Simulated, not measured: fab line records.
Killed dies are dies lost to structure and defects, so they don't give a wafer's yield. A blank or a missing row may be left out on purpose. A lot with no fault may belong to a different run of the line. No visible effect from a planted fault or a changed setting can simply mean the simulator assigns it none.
fab line records || flow gf180mcu || part 2 of 2: steps 24 to 35 of 35
record: {"lots": 5, "wafers": 15, "last_day": 34}
route steps=602 shown V3@450 M4@456 V4@476
lots untouched by any fault: they come from a run of this same line in which no faults occurred
start_h: start of the lot's first displayed wafer, in hours after the record's first day || wait_h: how many hours have passed since the lot's step before this one || " unchanged from the row above || L1.1+2: one row covering several wafers at once || - no value, or no start was given || * or withheld: withheld || < > ~ a bound
route shown NAME@n: a module of which the file shows steps, and the number in the route of the first || usual: average and standard deviation across the fault-free wafers || same: alike in all rows || chamber/n: place in a boat || sites: the reading at each site || _std_site: the standard deviation of these || _edge_site: the outer-site mean with the inner-site mean subtracted || radius_mm: how far each site lies from the wafer's centre || mask NAME#n: copy n || behind: the last tool/chamber to shape the wafer || hold: the reason the lot was held/the length of the hold in hours/how it ended || device: the n, p or np transistor that did not switch || end of line: the same wafers' tests at the end of the route || a step with no rows: only its recipe || killed: at the first sort, the dies lost to defects and structure; wafer yield is something else || map: dies across one wafer; x = killed, . = not, _ = none there
set.NAME: the setting that was run; set.NAME@STEP: the one run at that earlier step || model.NAME: the simulator's own value behind a step, which no gauge read
certain route steps with their lots: each step a table, each wafer a row
services: the hour from which a tool's chamber was out of use, counted from the record's first day as start_h (under 0 if before that day), plus the number of hours and why
== steps ==
step: GF_M4_STRIP_17
recipe: {"chemistry": "O2/N2", "power_w": 1400, "pressure_mtorr": 1500, "platen_temp_c": 250, "o2_flow_sccm": 3000, "n2_flow_sccm": 300, "overash_fraction": 0.5}
usual: {"drypump_motor_current_A": "5.7/0.33", "heater_power_w": "336/15", "oes_product_au": "0.538/0.0051", "strip_time_to_endpoint_s": "7.38/0.042"}
{"lot.wafer": "L078.2", "tool": "plasma_asher-03", "chamber": 1, "start_h": 575.09, "wait_h": 0.1, "drypump_motor_current_A": 5.4, "heater_power_w": 343, "oes_product_au": 0.539, "rf_hours_counter_h": 74, "strip_time_to_endpoint_s": 7.36}
{"lot.wafer": "L078.4", "tool": "plasma_asher-03", "chamber": 1, "start_h": 575.09, "wait_h": 0.1, "drypump_motor_current_A": 5.4, "heater_power_w": 347, "oes_product_au": 0.531, "rf_hours_counter_h": "-", "strip_time_to_endpoint_s": 7.36}
{"lot.wafer": "L078.6", "tool": "plasma_asher-03", "chamber": 0, "start_h": 575.09, "wait_h": 0.1, "drypump_motor_current_A": 5.7, "heater_power_w": 326, "oes_product_au": 0.535, "rf_hours_counter_h": "-", "strip_time_to_endpoint_s": 7.39}
{"lot.wafer": "L079.2", "tool": "plasma_asher-02", "chamber": 1, "start_h": 583.64, "wait_h": 0.1, "drypump_motor_current_A": 5.7, "heater_power_w": 347, "oes_product_au": 0.537, "rf_hours_counter_h": 47, "strip_time_to_endpoint_s": 7.37}
{"lot.wafer": "L079.3", "tool": "plasma_asher-02", "chamber": 1, "start_h": 583.64, "wait_h": 0.1, "drypump_motor_current_A": 5.7, "heater_power_w": 347, "oes_product_au": 0.531, "rf_hours_counter_h": "-", "strip_time_to_endpoint_s": 7.37}
{"lot.wafer": "L079.4", "tool": "plasma_asher-02", "chamber": 0, "start_h": 583.64, "wait_h": 0.1, "drypump_motor_current_A": 6.3, "heater_power_w": 332, "oes_product_au": 0.544, "rf_hours_counter_h": "-", "strip_time_to_endpoint_s": 7.38}
{"lot.wafer": "L080.1", "tool": "plasma_asher-03", "chamber": 1, "start_h": 586.69, "wait_h": 0.1, "drypump_motor_current_A": 5.4, "heater_power_w": 338, "oes_product_au": 0.542, "rf_hours_counter_h": 75, "strip_time_to_endpoint_s": 7.39}
{"lot.wafer": "L080.2", "tool": "plasma_asher-03", "chamber": 0, "start_h": 586.69, "wait_h": 0.1, "drypump_motor_current_A": 5.7, "heater_power_w": 329, "oes_product_au": 0.535, "rf_hours_counter_h": 75, "strip_time_to_endpoint_s": 7.36}
{"lot.wafer": "L080.5", "tool": "plasma_asher-03", "chamber": 0, "start_h": 586.69, "wait_h": 0.1, "drypump_motor_current_A": 5.7, "heater_power_w": 320, "oes_product_au": 0.533, "rf_hours_counter_h": "-", "strip_time_to_endpoint_s": 7.35}
{"lot.wafer": "L091.1", "tool": "plasma_asher-02", "chamber": 1, "start_h": 666.49, "wait_h": 0.1, "drypump_motor_current_A": 5.7, "heater_power_w": 354, "oes_product_au": 0.542, "rf_hours_counter_h": 55, "strip_time_to_endpoint_s": 7.39}
{"lot.wafer": "L091.3", "tool": "plasma_asher-02", "chamber": 1, "start_h": 666.49, "wait_h": 0.1, "drypump_motor_current_A": 5.7, "heater_power_w": 347, "oes_product_au": 0.538, "rf_hours_counter_h": "-", "strip_time_to_endpoint_s": 7.40}
{"lot.wafer": "L091.5", "tool": "plasma_asher-02", "chamber": 1, "start_h": 666.49, "wait_h": 0.1, "drypump_motor_current_A": 5.7, "heater_power_w": 360, "oes_product_au": 0.538, "rf_hours_counter_h": "-", "strip_time_to_endpoint_s": 7.37}
{"lot.wafer": "L096.2", "tool": "plasma_asher-03", "chamber": 1, "start_h": 702.47, "wait_h": 0.2, "drypump_motor_current_A": 5.3, "heater_power_w": 341, "oes_product_au": 0.554, "rf_hours_counter_h": 87, "strip_time_to_endpoint_s": 7.49}
{"lot.wafer": "L096.4", "tool": "plasma_asher-03", "chamber": 0, "start_h": 702.47, "wait_h": 0.2, "drypump_motor_current_A": 5.7, "heater_power_w": 332, "oes_product_au": 0.542, "rf_hours_counter_h": "-", "strip_time_to_endpoint_s": 7.51}
{"lot.wafer": "L096.6", "tool": "plasma_asher-03", "chamber": 1, "start_h": 702.47, "wait_h": 0.2, "drypump_motor_current_A": 5.4, "heater_power_w": 343, "oes_product_au": 0.543, "rf_hours_counter_h": "-", "strip_time_to_endpoint_s": 7.47}
step: GF_M4_STRIP_18
recipe: {"chemistry": "post_etch_residue_remover", "time_s": 1200, "temp_c": 72.5}
{"lot.wafer": "L078.2+4+6", "tool": "wet_bench-01", "chamber": 2, "start_h": 575.19, "wait_h": 0.1}
{"lot.wafer": "L079.2+3+4", "tool": "wet_bench-02", "chamber": 2, "start_h": 583.74, "wait_h": 0.1}
{"lot.wafer": "L080.1+2+5", "tool": "wet_bench-04", "chamber": 1, "start_h": 586.79, "wait_h": 0.1}
{"lot.wafer": "L091.1+3+5", "tool": "wet_bench-02", "chamber": 2, "start_h": 666.59, "wait_h": 0.1}
{"lot.wafer": "L096.2+4+6", "tool": "wet_bench-04", "chamber": 3, "start_h": 702.57, "wait_h": 0.1}
step: GF_M4_CLEAN_19
recipe: {"chemistry": "DIW", "dry": "n2_spin"}
{"lot.wafer": "L078.2+4+6", "tool": "wet_bench-02", "chamber": 3, "start_h": 575.53, "wait_h": 0.0}
{"lot.wafer": "L079.2+3+4", "tool": "wet_bench-04", "chamber": 3, "start_h": 584.43, "wait_h": 0.0}
{"lot.wafer": "L080.1+2+5", "tool": "wet_bench-02", "chamber": 3, "start_h": 587.16, "wait_h": 0.0}
{"lot.wafer": "L091.1+3+5", "tool": "wet_bench-01", "chamber": 3, "start_h": 666.93, "wait_h": 0.0}
{"lot.wafer": "L096.2+4+6", "tool": "wet_bench-04", "chamber": 2, "start_h": 703.00, "wait_h": 0.1}
step: GF_V4_CVD_00
recipe: {"material": "SiO2", "target_thk_nm": 600, "sigma_open_frac": 0.3, "temp_c": 400, "time_s": 100, "sih4_flow_sccm": 60, "pressure_mtorr": 6}
{"lot.wafer": "L078.2+4+6", "tool": "hdpcvd-01", "chamber": "1,2,0", "start_h": 575.62, "wait_h": 0.0}
{"lot.wafer": "L079.2+3+4", "tool": "hdpcvd-01", "chamber": "2,1,1", "start_h": 584.53, "wait_h": 0.0}
{"lot.wafer": "L080.1+2+5", "tool": "hdpcvd-02", "chamber": "2,1,0", "start_h": 587.35, "wait_h": 0.0}
{"lot.wafer": "L091.1+3+5", "tool": "hdpcvd-02", "chamber": "2,0,1", "start_h": 667.02, "wait_h": 0.0}
{"lot.wafer": "L096.2+4+6", "tool": "hdpcvd-01", "chamber": "2,2,0", "start_h": 703.10, "wait_h": 0.0}
step: GF_V4_THK_MEAS_01
recipe: {"reads": "SiO2_of_V4_CVD_00"}
usual: {"V4_CVD_00_THK": "602/5.1"}
{"lot.wafer": "L078.2", "tool": "film_metro-02", "chamber": "-", "start_h": 575.71, "wait_h": 0.0, "V4_CVD_00_THK[nm]": 600}
{"lot.wafer": "L078.4", "tool": "film_metro-02", "chamber": "-", "start_h": 575.71, "wait_h": 0.0, "V4_CVD_00_THK[nm]": 603}
{"lot.wafer": "L078.6", "tool": "film_metro-02", "chamber": "-", "start_h": 575.71, "wait_h": 0.0, "V4_CVD_00_THK[nm]": 589}
{"lot.wafer": "L079.2", "tool": "film_metro-02", "chamber": "-", "start_h": 584.61, "wait_h": 0.0, "V4_CVD_00_THK[nm]": 610}
{"lot.wafer": "L079.3", "tool": "film_metro-02", "chamber": "-", "start_h": 584.61, "wait_h": 0.0, "V4_CVD_00_THK[nm]": 614}
{"lot.wafer": "L079.4", "tool": "film_metro-02", "chamber": "-", "start_h": 584.61, "wait_h": 0.0, "V4_CVD_00_THK[nm]": 610}
{"lot.wafer": "L080.1", "tool": "film_metro-02", "chamber": "-", "start_h": 587.42, "wait_h": 0.0, "V4_CVD_00_THK[nm]": 610}
{"lot.wafer": "L080.2", "tool": "film_metro-02", "chamber": "-", "start_h": 587.42, "wait_h": 0.0, "V4_CVD_00_THK[nm]": 614}
{"lot.wafer": "L080.5", "tool": "film_metro-02", "chamber": "-", "start_h": 587.42, "wait_h": 0.0, "V4_CVD_00_THK[nm]": 613}
{"lot.wafer": "L091.1", "tool": "film_metro-02", "chamber": "-", "start_h": 667.10, "wait_h": 0.0, "V4_CVD_00_THK[nm]": 601}
{"lot.wafer": "L091.3", "tool": "film_metro-02", "chamber": "-", "start_h": 667.10, "wait_h": 0.0, "V4_CVD_00_THK[nm]": 596}
{"lot.wafer": "L091.5", "tool": "film_metro-02", "chamber": "-", "start_h": 667.10, "wait_h": 0.0, "V4_CVD_00_THK[nm]": 603}
{"lot.wafer": "L096.2", "tool": "film_metro-01", "chamber": "-", "start_h": 703.18, "wait_h": 0.0, "V4_CVD_00_THK[nm]": 603}
{"lot.wafer": "L096.4", "tool": "film_metro-01", "chamber": "-", "start_h": 703.18, "wait_h": 0.0, "V4_CVD_00_THK[nm]": 596}
{"lot.wafer": "L096.6", "tool": "film_metro-01", "chamber": "-", "start_h": 703.18, "wait_h": 0.0, "V4_CVD_00_THK[nm]": 598}
step: GF_V4_CVD_02
recipe: {"material": "SiO2", "target_thk_nm": 850, "precursor": "TEOS", "temp_c": 400, "time_s": 94.851, "rf_w": 600}
usual: {"heater_power_w": "693/86"}
{"lot.wafer": "L078.2", "tool": "pecvd-01", "chamber": 0, "start_h": 575.76, "wait_h": 0.0, "heater_power_w": 779}
{"lot.wafer": "L078.4", "tool": "pecvd-01", "chamber": 0, "start_h": 575.76, "wait_h": 0.0, "heater_power_w": 614}
{"lot.wafer": "L078.6", "tool": "pecvd-01", "chamber": 2, "start_h": 575.76, "wait_h": 0.0, "heater_power_w": 602}
{"lot.wafer": "L079.2", "tool": "pecvd-02", "chamber": 2, "start_h": 584.66, "wait_h": 0.0, "heater_power_w": 626}
{"lot.wafer": "L079.3", "tool": "pecvd-02", "chamber": 1, "start_h": 584.66, "wait_h": 0.0, "heater_power_w": 597}
{"lot.wafer": "L079.4", "tool": "pecvd-02", "chamber": 0, "start_h": 584.66, "wait_h": 0.0, "heater_power_w": 611}
{"lot.wafer": "L080.1", "tool": "pecvd-02", "chamber": 1, "start_h": 587.48, "wait_h": 0.1, "heater_power_w": 616}
{"lot.wafer": "L080.2", "tool": "pecvd-02", "chamber": 2, "start_h": 587.48, "wait_h": 0.1, "heater_power_w": 700}
{"lot.wafer": "L080.5", "tool": "pecvd-02", "chamber": 2, "start_h": 587.48, "wait_h": 0.1, "heater_power_w": 593}
{"lot.wafer": "L091.1", "tool": "pecvd-01", "chamber": 2, "start_h": 667.16, "wait_h": 0.1, "heater_power_w": 721}
{"lot.wafer": "L091.3", "tool": "pecvd-01", "chamber": 0, "start_h": 667.16, "wait_h": 0.1, "heater_power_w": 785}
{"lot.wafer": "L091.5", "tool": "pecvd-01", "chamber": 1, "start_h": 667.16, "wait_h": 0.1, "heater_power_w": 643}
{"lot.wafer": "L096.2", "tool": "pecvd-02", "chamber": 0, "start_h": 703.23, "wait_h": 0.0, "heater_power_w": 738}
{"lot.wafer": "L096.4", "tool": "pecvd-02", "chamber": 1, "start_h": 703.23, "wait_h": 0.0, "heater_power_w": 480}
{"lot.wafer": "L096.6", "tool": "pecvd-02", "chamber": 0, "start_h": 703.23, "wait_h": 0.0, "heater_power_w": 772}
step: GF_V4_THK_MEAS_03
recipe: {"reads": "SiO2_of_V4_CVD_02"}
usual: {"V4_CVD_02_THK": "850/10"}
{"lot.wafer": "L078.2", "tool": "film_metro-02", "chamber": "-", "start_h": 575.84, "wait_h": 0.0, "V4_CVD_02_THK[nm]": 843}
{"lot.wafer": "L078.4", "tool": "film_metro-02", "chamber": "-", "start_h": 575.84, "wait_h": 0.0, "V4_CVD_02_THK[nm]": 869}
{"lot.wafer": "L078.6", "tool": "film_metro-02", "chamber": "-", "start_h": 575.84, "wait_h": 0.0, "V4_CVD_02_THK[nm]": 885}
{"lot.wafer": "L079.2", "tool": "film_metro-04", "chamber": "-", "start_h": 584.74, "wait_h": 0.0, "V4_CVD_02_THK[nm]": 855}
{"lot.wafer": "L079.3", "tool": "film_metro-04", "chamber": "-", "start_h": 584.74, "wait_h": 0.0, "V4_CVD_02_THK[nm]": 846}
{"lot.wafer": "L079.4", "tool": "film_metro-04", "chamber": "-", "start_h": 584.74, "wait_h": 0.0, "V4_CVD_02_THK[nm]": 850}
{"lot.wafer": "L080.1", "tool": "film_metro-04", "chamber": "-", "start_h": 587.55, "wait_h": 0.0, "V4_CVD_02_THK[nm]": 847}
{"lot.wafer": "L080.2", "tool": "film_metro-04", "chamber": "-", "start_h": 587.55, "wait_h": 0.0, "V4_CVD_02_THK[nm]": 846}
{"lot.wafer": "L080.5", "tool": "film_metro-04", "chamber": "-", "start_h": 587.55, "wait_h": 0.0, "V4_CVD_02_THK[nm]": 866}
{"lot.wafer": "L091.1", "tool": "film_metro-04", "chamber": "-", "start_h": 667.22, "wait_h": 0.0, "V4_CVD_02_THK[nm]": 860}
{"lot.wafer": "L091.3", "tool": "film_metro-04", "chamber": "-", "start_h": 667.22, "wait_h": 0.0, "V4_CVD_02_THK[nm]": 859}
{"lot.wafer": "L091.5", "tool": "film_metro-04", "chamber": "-", "start_h": 667.22, "wait_h": 0.0, "V4_CVD_02_THK[nm]": 867}
{"lot.wafer": "L096.2", "tool": "film_metro-01", "chamber": "-", "start_h": 703.31, "wait_h": 0.0, "V4_CVD_02_THK[nm]": 831}
{"lot.wafer": "L096.4", "tool": "film_metro-01", "chamber": "-", "start_h": 703.31, "wait_h": 0.0, "V4_CVD_02_THK[nm]": 855}
{"lot.wafer": "L096.6", "tool": "film_metro-01", "chamber": "-", "start_h": 703.31, "wait_h": 0.0, "V4_CVD_02_THK[nm]": 853}
step: GF_V4_CMP_04
recipe: {"material": "SiO2", "down_force_psi": 4, "platen_rpm": 60, "pad_velocity_m_s": 0.94248}
usual: {"motor_current_A": "12.1/0.86", "time_to_endpoint_s": "78/4.9"}
{"lot.wafer": "L078.2", "tool": "cmp-02", "chamber": 2, "start_h": 575.94, "wait_h": 0.1, "motor_current_A": 10.0, "time_to_endpoint_s": 79}
{"lot.wafer": "L078.4", "tool": "cmp-02", "chamber": 0, "start_h": 575.94, "wait_h": 0.1, "motor_current_A": 12.3, "time_to_endpoint_s": 90}
{"lot.wafer": "L078.6", "tool": "cmp-02", "chamber": 2, "start_h": 575.94, "wait_h": 0.1, "motor_current_A": 10.4, "time_to_endpoint_s": 94}
{"lot.wafer": "L079.3", "tool": "cmp-01", "chamber": 3, "start_h": 584.79, "wait_h": 0.0, "motor_current_A": 12.9, "time_to_endpoint_s": 75}
{"lot.wafer": "L079.2", "tool": "cmp-01", "chamber": 0, "start_h": 584.79, "wait_h": 0.0, "motor_current_A": 12.2, "time_to_endpoint_s": 71}
{"lot.wafer": "L079.4", "tool": "cmp-01", "chamber": 1, "start_h": 584.79, "wait_h": 0.0, "motor_current_A": 11.9, "time_to_endpoint_s": 72}
{"lot.wafer": "L080.2", "tool": "cmp-01", "chamber": 1, "start_h": 587.71, "wait_h": 0.1, "motor_current_A": 11.5, "time_to_endpoint_s": 72}
{"lot.wafer": "L080.1", "tool": "cmp-01", "chamber": 2, "start_h": 587.71, "wait_h": 0.1, "motor_current_A": 13.1, "time_to_endpoint_s": 71}
{"lot.wafer": "L080.5", "tool": "cmp-01", "chamber": 0, "start_h": 587.71, "wait_h": 0.1, "motor_current_A": 11.4, "time_to_endpoint_s": 78}
{"lot.wafer": "L091.1", "tool": "cmp-01", "chamber": 2, "start_h": 667.28, "wait_h": 0.1, "motor_current_A": 13.0, "time_to_endpoint_s": 83}
{"lot.wafer": "L091.3", "tool": "cmp-01", "chamber": 3, "start_h": 667.28, "wait_h": 0.1, "motor_current_A": 12.3, "time_to_endpoint_s": 84}
{"lot.wafer": "L091.5", "tool": "cmp-01", "chamber": 2, "start_h": 667.28, "wait_h": 0.1, "motor_current_A": 13.3, "time_to_endpoint_s": 88}
{"lot.wafer": "L096.2", "tool": "cmp-01", "chamber": 2, "start_h": 703.36, "wait_h": 0.0, "motor_current_A": 12.6, "time_to_endpoint_s": 71}
{"lot.wafer": "L096.4", "tool": "cmp-01", "chamber": 0, "start_h": 703.36, "wait_h": 0.0, "motor_current_A": 11.7, "time_to_endpoint_s": 76}
{"lot.wafer": "L096.6", "tool": "cmp-01", "chamber": 2, "start_h": 703.36, "wait_h": 0.0, "motor_current_A": 12.7, "time_to_endpoint_s": 75}
step: GF_V4_BOW_MEAS_05
recipe: {"mode": "bow"}
usual: {"V4_BOW": "134/10"}
{"lot.wafer": "L078.2", "tool": "film_metro-04", "chamber": "-", "start_h": 576.21, "wait_h": 0.2, "V4_BOW[um]": 136}
{"lot.wafer": "L078.4", "tool": "film_metro-04", "chamber": "-", "start_h": 576.21, "wait_h": 0.2, "V4_BOW[um]": 128}
{"lot.wafer": "L078.6", "tool": "film_metro-04", "chamber": "-", "start_h": 576.21, "wait_h": 0.2, "V4_BOW[um]": 145}
{"lot.wafer": "L079.2", "tool": "film_metro-04", "chamber": "-", "start_h": 585.11, "wait_h": 0.2, "V4_BOW[um]": 133}
{"lot.wafer": "L079.3", "tool": "film_metro-04", "chamber": "-", "start_h": 585.11, "wait_h": 0.2, "V4_BOW[um]": 137}
{"lot.wafer": "L079.4", "tool": "film_metro-04", "chamber": "-", "start_h": 585.11, "wait_h": 0.2, "V4_BOW[um]": 130}
{"lot.wafer": "L080.1", "tool": "film_metro-01", "chamber": "-", "start_h": 587.91, "wait_h": 0.1, "V4_BOW[um]": 131}
{"lot.wafer": "L080.2", "tool": "film_metro-01", "chamber": "-", "start_h": 587.91, "wait_h": 0.1, "V4_BOW[um]": 133}
{"lot.wafer": "L080.5", "tool": "film_metro-01", "chamber": "-", "start_h": 587.91, "wait_h": 0.1, "V4_BOW[um]": 133}
{"lot.wafer": "L091.1", "tool": "film_metro-04", "chamber": "-", "start_h": 667.58, "wait_h": 0.2, "V4_BOW[um]": 115}
{"lot.wafer": "L091.3", "tool": "film_metro-04", "chamber": "-", "start_h": 667.58, "wait_h": 0.2, "V4_BOW[um]": 117}
{"lot.wafer": "L091.5", "tool": "film_metro-04", "chamber": "-", "start_h": 667.58, "wait_h": 0.2, "V4_BOW[um]": 107}
{"lot.wafer": "L096.2", "tool": "film_metro-01", "chamber": "-", "start_h": 703.68, "wait_h": 0.3, "V4_BOW[um]": 138}
{"lot.wafer": "L096.4", "tool": "film_metro-01", "chamber": "-", "start_h": 703.68, "wait_h": 0.3, "V4_BOW[um]": 121}
{"lot.wafer": "L096.6", "tool": "film_metro-01", "chamber": "-", "start_h": 703.68, "wait_h": 0.3, "V4_BOW[um]": 132}
step: GF_V4_DEHYDRATE_06
recipe: {"temp_c": 200, "time_s": 60}
usual: {"chill_plate_temp_C": "22.99/0.1"}
{"lot.wafer": "L078.2", "tool": "litho_track-02", "chamber": 0, "start_h": 586.98, "wait_h": 10.8, "chill_plate_temp_C": 22.96}
{"lot.wafer": "L078.4", "tool": "litho_track-02", "chamber": 0, "start_h": 586.98, "wait_h": 10.8, "chill_plate_temp_C": 22.93}
{"lot.wafer": "L078.6", "tool": "litho_track-02", "chamber": 0, "start_h": 586.98, "wait_h": 10.8, "chill_plate_temp_C": 22.93}
{"lot.wafer": "L079.2", "tool": "litho_track-04", "chamber": 0, "start_h": 594.83, "wait_h": 9.7, "chill_plate_temp_C": 22.99}
{"lot.wafer": "L079.3", "tool": "litho_track-04", "chamber": 0, "start_h": 594.83, "wait_h": 9.7, "chill_plate_temp_C": 22.94}
{"lot.wafer": "L079.4", "tool": "litho_track-04", "chamber": 0, "start_h": 594.83, "wait_h": 9.7, "chill_plate_temp_C": 22.90}
{"lot.wafer": "L080.1", "tool": "litho_track-04", "chamber": 0, "start_h": 598.16, "wait_h": 10.2, "chill_plate_temp_C": 23.00}
{"lot.wafer": "L080.2", "tool": "litho_track-04", "chamber": 0, "start_h": 598.16, "wait_h": 10.2, "chill_plate_temp_C": 23.10}
{"lot.wafer": "L080.5", "tool": "litho_track-04", "chamber": 0, "start_h": 598.16, "wait_h": 10.2, "chill_plate_temp_C": 23.06}
{"lot.wafer": "L091.1", "tool": "litho_track-04", "chamber": 0, "start_h": 677.10, "wait_h": 9.5, "chill_plate_temp_C": 22.81}
{"lot.wafer": "L091.3", "tool": "litho_track-04", "chamber": 0, "start_h": 677.10, "wait_h": 9.5, "chill_plate_temp_C": 23.10}
{"lot.wafer": "L091.5", "tool": "litho_track-04", "chamber": 0, "start_h": 677.10, "wait_h": 9.5, "chill_plate_temp_C": 22.92}
{"lot.wafer": "L096.2", "tool": "litho_track-01", "chamber": 0, "start_h": 711.83, "wait_h": 8.1, "chill_plate_temp_C": 23.06}
{"lot.wafer": "L096.4", "tool": "litho_track-01", "chamber": 0, "start_h": 711.83, "wait_h": 8.1, "chill_plate_temp_C": 23.16}
{"lot.wafer": "L096.6", "tool": "litho_track-01", "chamber": 0, "start_h": 711.83, "wait_h": 8.1, "chill_plate_temp_C": 23.18}
step: GF_V4_HMDS_07
recipe: {"prime_time_s": 60, "prime_temp_c": 120}
usual: {"chill_plate_temp_C": "23.02/0.11"}
{"lot.wafer": "L078.2", "tool": "litho_track-02", "chamber": 0, "start_h": 587.13, "wait_h": 0.1, "chill_plate_temp_C": 23.02}
{"lot.wafer": "L078.4", "tool": "litho_track-02", "chamber": 0, "start_h": 587.13, "wait_h": 0.1, "chill_plate_temp_C": 23.09}
{"lot.wafer": "L078.6", "tool": "litho_track-02", "chamber": 0, "start_h": 587.13, "wait_h": 0.1, "chill_plate_temp_C": 23.02}
{"lot.wafer": "L079.2", "tool": "litho_track-04", "chamber": 0, "start_h": 594.98, "wait_h": 0.1, "chill_plate_temp_C": 22.85}
{"lot.wafer": "L079.3", "tool": "litho_track-04", "chamber": 0, "start_h": 594.98, "wait_h": 0.1, "chill_plate_temp_C": 22.96}
{"lot.wafer": "L079.4", "tool": "litho_track-04", "chamber": 0, "start_h": 594.98, "wait_h": 0.1, "chill_plate_temp_C": 22.90}
{"lot.wafer": "L080.1", "tool": "litho_track-04", "chamber": 0, "start_h": 598.31, "wait_h": 0.1, "chill_plate_temp_C": 23.03}
{"lot.wafer": "L080.2", "tool": "litho_track-04", "chamber": 0, "start_h": 598.31, "wait_h": 0.1, "chill_plate_temp_C": 22.80}
{"lot.wafer": "L080.5", "tool": "litho_track-04", "chamber": 0, "start_h": 598.31, "wait_h": 0.1, "chill_plate_temp_C": 22.85}
{"lot.wafer": "L091.1", "tool": "litho_track-04", "chamber": 0, "start_h": 677.25, "wait_h": 0.1, "chill_plate_temp_C": 22.85}
{"lot.wafer": "L091.3", "tool": "litho_track-04", "chamber": 0, "start_h": 677.25, "wait_h": 0.1, "chill_plate_temp_C": 23.12}
{"lot.wafer": "L091.5", "tool": "litho_track-04", "chamber": 0, "start_h": 677.25, "wait_h": 0.1, "chill_plate_temp_C": 23.08}
{"lot.wafer": "L096.2", "tool": "litho_track-01", "chamber": 0, "start_h": 711.98, "wait_h": 0.1, "chill_plate_temp_C": 23.09}
{"lot.wafer": "L096.4", "tool": "litho_track-01", "chamber": 0, "start_h": 711.98, "wait_h": 0.1, "chill_plate_temp_C": 22.93}
{"lot.wafer": "L096.6", "tool": "litho_track-01", "chamber": 0, "start_h": 711.98, "wait_h": 0.1, "chill_plate_temp_C": 23.06}
step: GF_V4_COAT_08
recipe: {"resist": "BARC", "temp_c": "withheld", "time_s": "withheld", "spin_rpm": "withheld", "resist_thk_nm": "withheld"}
usual: {"chill_plate_temp_C": "*"}
{"lot.wafer": "L078.2", "tool": "litho_track-02", "chamber": 0, "start_h": 587.28, "wait_h": 0.1, "chill_plate_temp_C": "*"}
{"lot.wafer": "L078.4", "tool": "litho_track-02", "chamber": 0, "start_h": 587.28, "wait_h": 0.1, "chill_plate_temp_C": "*"}
{"lot.wafer": "L078.6", "tool": "litho_track-02", "chamber": 0, "start_h": 587.28, "wait_h": 0.1, "chill_plate_temp_C": "*"}
{"lot.wafer": "L079.2", "tool": "litho_track-04", "chamber": 0, "start_h": 595.13, "wait_h": 0.1, "chill_plate_temp_C": "*"}
{"lot.wafer": "L079.3", "tool": "litho_track-04", "chamber": 0, "start_h": 595.13, "wait_h": 0.1, "chill_plate_temp_C": "*"}
{"lot.wafer": "L079.4", "tool": "litho_track-04", "chamber": 0, "start_h": 595.13, "wait_h": 0.1, "chill_plate_temp_C": "*"}
{"lot.wafer": "L080.1", "tool": "litho_track-04", "chamber": 0, "start_h": 598.46, "wait_h": 0.1, "chill_plate_temp_C": "*"}
{"lot.wafer": "L080.2", "tool": "litho_track-04", "chamber": 0, "start_h": 598.46, "wait_h": 0.1, "chill_plate_temp_C": "*"}
{"lot.wafer": "L080.5", "tool": "litho_track-04", "chamber": 0, "start_h": 598.46, "wait_h": 0.1, "chill_plate_temp_C": "*"}
{"lot.wafer": "L091.1", "tool": "litho_track-04", "chamber": 0, "start_h": 677.40, "wait_h": 0.1, "chill_plate_temp_C": "*"}
{"lot.wafer": "L091.3", "tool": "litho_track-04", "chamber": 0, "start_h": 677.40, "wait_h": 0.1, "chill_plate_temp_C": "*"}
{"lot.wafer": "L091.5", "tool": "litho_track-04", "chamber": 0, "start_h": 677.40, "wait_h": 0.1, "chill_plate_temp_C": "*"}
{"lot.wafer": "L096.2", "tool": "litho_track-01", "chamber": 0, "start_h": 712.13, "wait_h": 0.1, "chill_plate_temp_C": "*"}
{"lot.wafer": "L096.4", "tool": "litho_track-01", "chamber": 0, "start_h": 712.13, "wait_h": 0.1, "chill_plate_temp_C": "*"}
{"lot.wafer": "L096.6", "tool": "litho_track-01", "chamber": 0, "start_h": 712.13, "wait_h": 0.1, "chill_plate_temp_C": "*"}
== services ==
{"tool": "pvd_sputter-01", "chamber": "-", "start_h": 528.52, "hours": 4.2, "kind": "repair"}
{"tool": "cmp-01", "chamber": "-", "start_h": 529.64, "hours": 1.5, "kind": "repair"}
{"tool": "krf_scanner-02", "chamber": "-", "start_h": 530.42, "hours": 1.0, "kind": "pm"}
{"tool": "cvd_w-02", "chamber": "-", "start_h": 530.55, "hours": 0.7, "kind": "repair"}
{"tool": "cmp-02", "chamber": "-", "start_h": 535.81, "hours": 1.7, "kind": "repair"}
{"tool": "hdpcvd-01", "chamber": "-", "start_h": 539.25, "hours": 15.0, "kind": "pm"}
{"tool": "krf_scanner-02", "chamber": "-", "start_h": 542.28, "hours": 7.9, "kind": "repair"}
{"tool": "cvd_w-01", "chamber": "-", "start_h": 543.67, "hours": 2.8, "kind": "pm"}
{"tool": "krf_scanner-02", "chamber": "-", "start_h": 547.78, "hours": 2.9, "kind": "repair"}
{"tool": "pvd_sputter-04", "chamber": "-", "start_h": 550.07, "hours": 0.8, "kind": "repair"}
{"tool": "krf_scanner-02", "chamber": "-", "start_h": 550.72, "hours": 0.8, "kind": "pm"}
{"tool": "krf_scanner-01", "chamber": "-", "start_h": 560.67, "hours": 1.0, "kind": "pm"}
{"tool": "pecvd-02", "chamber": "-", "start_h": 592.88, "hours": 5.5, "kind": "pm"}
{"tool": "krf_scanner-01", "chamber": "-", "start_h": 596.69, "hours": 1.3, "kind": "pm"}
{"tool": "pecvd-02", "chamber": "-", "start_h": 606.58, "hours": 3.0, "kind": "repair"}
{"tool": "wet_bench-02", "chamber": "-", "start_h": 631.34, "hours": 5.4, "kind": "repair"}
{"tool": "hdpcvd-01", "chamber": 0, "start_h": 633.28, "hours": 2.6, "kind": "repair"}
{"tool": "hdpcvd-01", "chamber": "-", "start_h": 647.33, "hours": 3.3, "kind": "repair"}
{"tool": "krf_scanner-01", "chamber": "-", "start_h": 649.40, "hours": 0.8, "kind": "pm"}
{"tool": "hdpcvd-01", "chamber": "-", "start_h": 652.45, "hours": 1.0, "kind": "repair"}
{"tool": "pecvd-02", "chamber": "-", "start_h": 652.63, "hours": 0.5, "kind": "repair"}
{"tool": "cvd_w-01", "chamber": "-", "start_h": 675.90, "hours": 6.0, "kind": "pm"}
{"tool": "cvd_w-01", "chamber": 1, "start_h": 685.92, "hours": 8.7, "kind": "repair"}
{"tool": "cmp-01", "chamber": "-", "start_h": 710.77, "hours": 4.2, "kind": "pm"}
